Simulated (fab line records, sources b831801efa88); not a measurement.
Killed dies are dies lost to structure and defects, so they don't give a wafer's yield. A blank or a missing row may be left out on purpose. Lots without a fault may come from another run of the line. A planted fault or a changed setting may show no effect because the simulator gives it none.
One fault seen from 2 desks | flow gf180mcu | each desk has only its own numbers; what lay behind them comes last

THE TOOL OWNER'S DESK: pvd_sputter-03
The tool's own readings at GF_M4_SPUTTER_01 (material TiN, target thk 30 nm, time 25 s): means of the sampled wafers that have a number, for each lot that ran on this tool. A lot is out of limits, marked OUT, if its mean lies more than 4 standard deviations from the usual mean; the brackets give that distance.
Columns: A = chamber_pressure_pa at GF_M4_SPUTTER_01, usual 0.3999 Pa; B = throttle_valve_pct at GF_M4_SPUTTER_01, usual 30.1 %
lot  | first seen here | A      | B
L667 | day 24 13:43    | 0.3990 | 29.1
L679 | day 28 20:44    | 0.4002 | 29.4
L681 | day 29 04:43    | 0.3994 | 30.8
This desk's finding: nothing out of limits on any of the 3 lots.

THE METROLOGY DESK
What the gauges read, lot by lot, whatever tool the lot ran on: means of the sampled wafers that have a number. A lot is out of limits, marked OUT, if its mean lies more than 4 standard deviations from the usual mean; the brackets give that distance.
Columns: A = V3_W_RS at GF_V3_RS_MEAS_24, usual 0.3291 ohm/sq; B = V3_W_THK at GF_V3_THK_MEAS_25, usual 344 nm
lot  | first seen here | A      | B
L661 | day 22 07:03    | 0.3275 | 344
L662 | day 22 19:05    | 0.3266 | 346
L667 | day 24 13:11    | 0.3307 | 348
L679 | day 28 20:11    | 0.3285 | 346
L681 | day 29 04:10    | 0.3268 | 347
L682 | day 29 06:29    | 0.3282 | 344
This desk's finding: nothing out of limits on any of the 6 lots.

PUT TOGETHER
The tool owner's desk saw nothing out of limits.
The metrology desk saw nothing out of limits.

WHAT THE SIMULATOR HAD PUT IN
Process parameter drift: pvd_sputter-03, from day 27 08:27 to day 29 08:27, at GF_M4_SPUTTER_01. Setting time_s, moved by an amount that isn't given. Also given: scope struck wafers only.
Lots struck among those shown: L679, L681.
